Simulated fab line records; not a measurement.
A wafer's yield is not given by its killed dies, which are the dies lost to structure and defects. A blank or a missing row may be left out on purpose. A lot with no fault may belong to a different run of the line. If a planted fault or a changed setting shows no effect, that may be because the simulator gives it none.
fab line records ; flow sky130 ; part 2 of 2: steps 34 to 47 of 47
[record] lots = 5; wafers = 15; last_day = 49
route steps=708 shown VT_ADJUST_NCORE@121 VT_ADJUST_HVTR@131 VT_ADJUST_PCH@143 SONOS_TUNNEL@154
lots with no fault: from the same line, run without faults
start_h: start of the lot's first displayed wafer, in hours after the record's first day ; wait_h: hours elapsed since this lot's preceding step ; " same as the row above ; L1.1+2: a row that stands for several wafers ; - no value, or no start given ; * or withheld: withheld ; < > ~ a bound
route shown NAME@n: a module of which the file shows steps, and the number in the route of the first ; usual: mean and standard deviation over wafers with no fault ; same: alike in all rows ; chamber/n: place in a boat ; sites: each site's reading ; _std_site: standard deviation of those values ; _edge_site: outer sites' mean less inner sites' ; radius_mm: for every site, how far away it sits from the centre of the wafer ; mask NAME#n: copy n ; behind: the most recent tool/chamber to have shaped the wafer ; hold: why the lot was held/for how many hours/how that ended ; device: whichever transistor did not switch (one of n, p or np) ; end of line: at the end of the route, the tests of the same wafers ; a step given without rows: its recipe and nothing more ; killed: at the first sort, the dies lost to defects and structure; wafer yield is something else ; map: shows each die of a wafer: x if killed, . if not, _ if none is there
set.NAME: the setting that was run; set.NAME@STEP: the one run at that earlier step ; model.NAME: the simulator's own value behind a step, which no gauge read
certain route steps with their lots: each step a table, each wafer a row
services: a tool's chamber out of use, with start hour (start_h, from the record's first day; less than 0 if before it), hours out, and reason
[[steps]]
[step SKY_SONOS_TUNNEL_DEHYDRATE_00]
[recipe] temp_c = 200; time_s = 60
lot.wafer;tool;chamber;start_h;wait_h
L080.1+4+5;litho_track-01;0;280.65;11.5
L083.1+2+3;litho_track-02;0;307.57;12.4
L085.1+5+6;litho_track-02;0;339.06;12.0
L090.3+4+6;litho_track-01;0;370.50;13.6
L093.1+3+4;litho_track-01;0;388.45;13.8
[step SKY_SONOS_TUNNEL_HMDS_01]
[recipe] prime_time_s = 60; prime_temp_c = 120
lot.wafer;tool;chamber;start_h;wait_h
L080.1+4+5;litho_track-01;0;280.80;0.1
L083.1+2+3;litho_track-02;0;307.72;0.1
L085.1+5+6;litho_track-02;0;339.21;0.1
L090.3+4+6;litho_track-01;0;370.65;0.1
L093.1+3+4;litho_track-01;0;388.60;0.1
[step SKY_SONOS_TUNNEL_COAT_02]
[recipe] resist = NOVOLAK; spin_rpm = 3000; resist_thk_nm = 1140
lot.wafer;tool;chamber;start_h;wait_h
L080.1+4+5;litho_track-01;0;280.95;0.1
L083.1+2+3;litho_track-02;0;307.87;0.1
L085.1+5+6;litho_track-02;0;339.36;0.1
L090.3+4+6;litho_track-01;0;370.80;0.1
L093.1+3+4;litho_track-01;0;388.75;0.1
[step SKY_SONOS_TUNNEL_SOFTBAKE_03]
[recipe] temp_c = 90; time_s = 60; resist = NOVOLAK
lot.wafer;tool;chamber;start_h;wait_h
L080.1+4+5;litho_track-01;0;281.10;0.1
L083.1+2+3;litho_track-02;0;308.02;0.1
L085.1+5+6;litho_track-02;0;339.51;0.1
L090.3+4+6;litho_track-01;0;370.95;0.1
L093.1+3+4;litho_track-01;0;388.90;0.1
[step SKY_SONOS_TUNNEL_EXPOSE_04]
[recipe] mask_id = TUNM; na = 0.6; source_shape = conventional; sigma_outer = 0.6; polarization = unpolarized; target_cd_nm = 410; dose_mj = 136
lot.wafer;tool;chamber;start_h;wait_h;mask
L080.1+4+5;iline_stepper-01;0;-;-;TUNM#0
L083.1+2+3;iline_stepper-02;0;-;-;TUNM#0
L085.1+5+6;iline_stepper-02;0;-;-;TUNM#0
L090.3+4+6;iline_stepper-01;0;-;-;TUNM#0
L093.1+3+4;iline_stepper-02;0;-;-;TUNM#0
[step SKY_SONOS_TUNNEL_PEB_05]
[recipe] temp_c = withheld; time_s = *; resist = NOVOLAK
lot.wafer;tool;chamber;start_h;wait_h
L080.1+4+5;litho_track-04;0;-;-
L083.1+2+3;litho_track-02;0;-;-
L085.1+5+6;litho_track-04;0;-;-
L090.3+4+6;litho_track-02;0;-;-
L093.1+3+4;litho_track-04;0;-;-
[step SKY_SONOS_TUNNEL_DEVELOP_06]
[recipe] resist = NOVOLAK; developer = TMAH; develop_time_s = 60; dev_temp_c = 23
lot.wafer;tool;chamber;start_h;wait_h
L080.1+4+5;litho_track-04;0;292.93;0.1
L083.1+2+3;litho_track-02;0;320.52;0.1
L085.1+5+6;litho_track-04;0;353.38;0.1
L090.3+4+6;litho_track-02;0;384.76;0.1
L093.1+3+4;litho_track-04;0;403.33;0.1
[step SKY_SONOS_TUNNEL_CD_MEAS_07]
[recipe] target_cd_nm = 410
[usual] cd_nm = 409.6/2.1
lot.wafer;tool;chamber;start_h;wait_h;cd_nm
L080.1;cd_sem-01;-;293.08;0.1;413.1
L080.4;cd_sem-01;-;293.08;0.1;412.7
L080.5;cd_sem-01;-;293.08;0.1;411.5
L083.1;cd_sem-01;-;320.67;0.1;409.7
L083.2;cd_sem-01;-;320.67;0.1;411.2
L083.3;cd_sem-01;-;320.67;0.1;411.6
L085.1;cd_sem-01;-;353.53;0.1;410.8
L085.5;cd_sem-01;-;353.53;0.1;411.3
L085.6;cd_sem-01;-;353.53;0.1;408.9
L090.3;cd_sem-02;-;384.90;0.1;408.2
L090.4;cd_sem-02;-;384.90;0.1;408.3
L090.6;cd_sem-02;-;384.90;0.1;410.5
L093.1;cd_sem-02;-;403.48;0.1;408.2
L093.3;cd_sem-02;-;403.48;0.1;409.0
L093.4;cd_sem-02;-;403.48;0.1;410.2
[step SKY_SONOS_TUNNEL_OVL_MEAS_08]
[usual] SONOS_TUNNEL_OVL = -1.1/1.3
lot.wafer;tool;chamber;start_h;wait_h;SONOS_TUNNEL_OVL[nm]
L080.1;overlay-01;-;293.20;0.1;-2.2
L080.4;overlay-01;-;293.20;0.1;-1.3
L080.5;overlay-01;-;293.20;0.1;-1.1
L083.1;overlay-01;-;320.79;0.1;-2.4
L083.2;overlay-01;-;320.79;0.1;-0.4
L083.3;overlay-01;-;320.79;0.1;-0.2
L085.1;overlay-02;-;353.65;0.1;-2.7
L085.5;overlay-02;-;353.65;0.1;-0.7
L085.6;overlay-02;-;353.65;0.1;-0.2
L090.3;overlay-02;-;385.00;0.1;-2.8
L090.4;overlay-02;-;385.00;0.1;-1.5
L090.6;overlay-02;-;385.00;0.1;-2.9
L093.1;overlay-02;-;403.60;0.1;-2.5
L093.3;overlay-02;-;403.60;0.1;-0.9
L093.4;overlay-02;-;403.60;0.1;-2.2
[step SKY_SONOS_TUNNEL_IMPLANT_09]
[recipe] species = B; energy_kev = 20; dose_cm2 = 1e+12; tilt_deg = withheld
[usual] beam_on_s = 10.02/0.21
lot.wafer;tool;chamber;start_h;wait_h;beam_on_s
L080.1;implanter-02;0;293.23;0.0;10.11
L080.4;implanter-02;0;293.23;0.0;9.87
L080.5;implanter-02;0;293.23;0.0;10.42
L083.1;implanter-02;0;320.82;0.0;9.67
L083.2;implanter-02;0;320.82;0.0;10.02
L083.3;implanter-02;0;320.82;0.0;10.12
L085.1;implanter-02;0;353.68;0.0;9.86
L085.5;implanter-02;0;353.68;0.0;9.98
L085.6;implanter-02;0;353.68;0.0;10.00
L090.3;implanter-03;0;385.07;0.1;10.30
L090.4;implanter-03;0;385.07;0.1;10.09
L090.6;implanter-03;0;385.07;0.1;10.04
L093.1;implanter-02;0;403.63;0.0;10.00
L093.3;implanter-02;0;403.63;0.0;10.22
L093.4;implanter-02;0;403.63;0.0;9.91
[step SKY_SONOS_TUNNEL_WET_ETCH_10]
[recipe] chemistry = dHF; target_depth_nm = 14; target = SiO2; dilution = 100:1; temp_c = 25; time_s = 280
lot.wafer;tool;chamber;start_h;wait_h
L080.1+4+5;wet_bench-01;2;293.38;0.1
L083.1+2+3;wet_bench-01;3;320.97;0.1
L085.1+5+6;wet_bench-04;0;353.83;0.1
L090.3+4+6;wet_bench-01;1;385.17;0.1
L093.1+3+4;wet_bench-04;1;403.78;0.1
[step SKY_SONOS_TUNNEL_STRIP_11]
[recipe] chemistry = SPM; time_s = 600; temp_c = 130
lot.wafer;tool;chamber;start_h;wait_h
L080.1+4+5;wet_bench-02;3;293.48;0.0
L083.1+2+3;wet_bench-02;0;321.06;0.0
L085.1+5+6;wet_bench-01;2;353.92;0.0
L090.3+4+6;wet_bench-04;2;385.26;0.0
L093.1+3+4;wet_bench-01;2;403.88;0.0
[step SKY_SONOS_TUNNEL_TW_MEAS_12]
[usual] SONOS_TUNNEL_TW = 196.6/1.4
lot.wafer;tool;chamber;start_h;wait_h;SONOS_TUNNEL_TW
L080.1;film_metro-02;-;293.83;0.0;194.1
L080.4;film_metro-02;-;293.83;0.0;194.7
L080.5;film_metro-02;-;293.83;0.0;194.3
L083.1;film_metro-02;-;321.41;0.0;194.8
L083.2;film_metro-02;-;321.41;0.0;195.8
L083.3;film_metro-02;-;321.41;0.0;195.5
L085.1;film_metro-02;-;354.09;0.0;195.5
L085.5;film_metro-02;-;354.09;0.0;194.8
L085.6;film_metro-02;-;354.09;0.0;195.2
L090.3;film_metro-01;-;385.45;0.0;197.6
L090.4;film_metro-01;-;385.45;0.0;196.9
L090.6;film_metro-01;-;385.45;0.0;198.6
L093.1;film_metro-02;-;404.05;0.0;195.6
L093.3;film_metro-02;-;404.05;0.0;196.2
L093.4;film_metro-02;-;404.05;0.0;196.5
[step SKY_SONOS_TUNNEL_CLEAN_13]
[recipe] chemistry = dHF; time_s = 20; dilution = 100:1; dry = ipa_marangoni
lot.wafer;tool;chamber;start_h;wait_h
L080.1+4+5;wet_bench-01;2;293.89;0.1
L083.1+2+3;wet_bench-04;0;321.47;0.1
L085.1+5+6;wet_bench-02;3;354.15;0.1
L090.3+4+6;wet_bench-02;3;385.49;0.0
L093.1+3+4;wet_bench-04;1;404.11;0.1
[[services]]
tool;chamber;start_h;hours;kind
plasma_asher-03;-;190.02;7.8;repair
implanter-03;-;196.85;13.7;pm
plasma_asher-03;-;198.12;1.5;repair
plasma_asher-01;-;204.45;7.6;repair
iline_stepper-02;-;205.67;1.7;pm
plasma_asher-03;-;208.38;2.8;pm
plasma_asher-03;-;211.58;2.3;repair
implanter-03;-;219.53;16.9;repair
iline_stepper-01;-;219.81;11.2;repair
iline_stepper-01;-;250.35;2.1;pm
iline_stepper-02;-;259.53;2.1;pm
wet_bench-01;-;261.73;8.4;repair
implanter-03;-;269.59;0.7;repair
implanter-02;-;271.14;4.5;pm
iline_stepper-02;-;272.39;8.9;pm
plasma_asher-01;-;278.87;9.4;repair
implanter-04;-;279.34;3.7;pm
iline_stepper-01;-;299.93;9.1;repair
iline_stepper-01;-;310.51;1.7;pm
plasma_asher-02;-;338.54;4.0;pm
implanter-03;-;343.91;3.4;repair
plasma_asher-02;-;350.29;2.8;pm
iline_stepper-01;-;354.18;4.1;repair
implanter-04;-;388.29;2.7;repair
